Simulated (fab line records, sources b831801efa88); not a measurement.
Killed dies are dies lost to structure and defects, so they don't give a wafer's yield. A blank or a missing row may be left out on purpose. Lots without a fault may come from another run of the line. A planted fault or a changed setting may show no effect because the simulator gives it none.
Problem report in the 8D (eight disciplines) form, filled by code | flow sky130 | the parts of the form that need people (team, actions taken, sign-off) are left out

1. THE PROBLEM
head_pressure_psi at SKY_CONTACT_CMP_04 reads a mean of 3.107 psi on 6 wafers of 2 lots; wafers without a fault read 4.000 psi with a standard deviation of 0.0079. That is -99 or more standard deviations from the usual mean.
The step: polishes SiO2.
First seen on wafer L508.4, day 36 05:31, on cmp-02. The record holds 42 wafers of 14 lots with a number at this step. Rule for "out", or "out of limits": more than 4 standard deviations from the usual mean. The other wafers with a number count as sound.

2. WHAT IT IS AND WHAT IT IS NOT
question                    | is                     | is not
which readings at this step | head_pressure_psi      | -
which lots                  | L508, L509             | L491, L492, L493, L494, L496, L497, L498, L501, L502, L503, L504, L513
which wafers of those lots  | all that have a number | -
read on which tools         | cmp-02                 | cmp-01
when                        | from day 36 05:31      | up to then (33 sound wafers); but 3 sound wafers of L513 came after

3. SUSPECTS, AND WHAT RULES EACH OUT
Counting: a tool at a process step up to the reading stays a suspect if it ran every lot that is out and no sound lot after the first of them.
- pvd_sputter-04 at SKY_LOCAL_INTERCONNECT_SPUTTER_00 (material TiN, target thk 100 nm, time 83.3 s): kept. It ran every lot that is out, first L508 (day 35 00:38), and no sound lot after that.
- cmp-02 at SKY_CONTACT_CMP_04 (polishes SiO2): kept. It ran every lot that is out, first L508 (day 36 05:31), and no sound lot after that; its last sound lot up to then is L504 (day 34 22:37). Its own readings are out on those wafers: head_pressure_psi.
Left after counting: pvd_sputter-04 at SKY_LOCAL_INTERCONNECT_SPUTTER_00, cmp-02 at SKY_CONTACT_CMP_04.

4. THE CAUSE (what the simulator had put in)
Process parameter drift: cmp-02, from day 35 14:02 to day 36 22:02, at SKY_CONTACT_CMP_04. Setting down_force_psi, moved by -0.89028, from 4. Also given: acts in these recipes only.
Counting left 2 suspects, and this tool is among them.

5. THE CHAIN OF EFFECTS, in route order
Each row: a reading whose mean over the struck wafers that have a number lies more than 3 standard deviations from the usual. Only readings for which the record gives a usual standard deviation are gone through. hours: the time from each lot's start at the first step in this table that gives one to its start at this step, as a median over the lots. sigmas: the change in usual standard deviations.
hours | step               | reading            | usual     | on struck wafers | change | sigmas
0     | SKY_CONTACT_CMP_04 | head_pressure_psi  | 4.000 psi | 3.107            | -0.893 | -99 or more
0     | SKY_CONTACT_CMP_04 | time_to_endpoint_s | 83 s      | 107              | +24    | +5.1
The process steps in it:
- SKY_CONTACT_CMP_04: polishes SiO2.

6. WHAT WOULD HAVE CAUGHT IT SOONER
In this record the first reading out of limits was taken at day 36 05:31, 15 hours after the fault began at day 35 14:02.
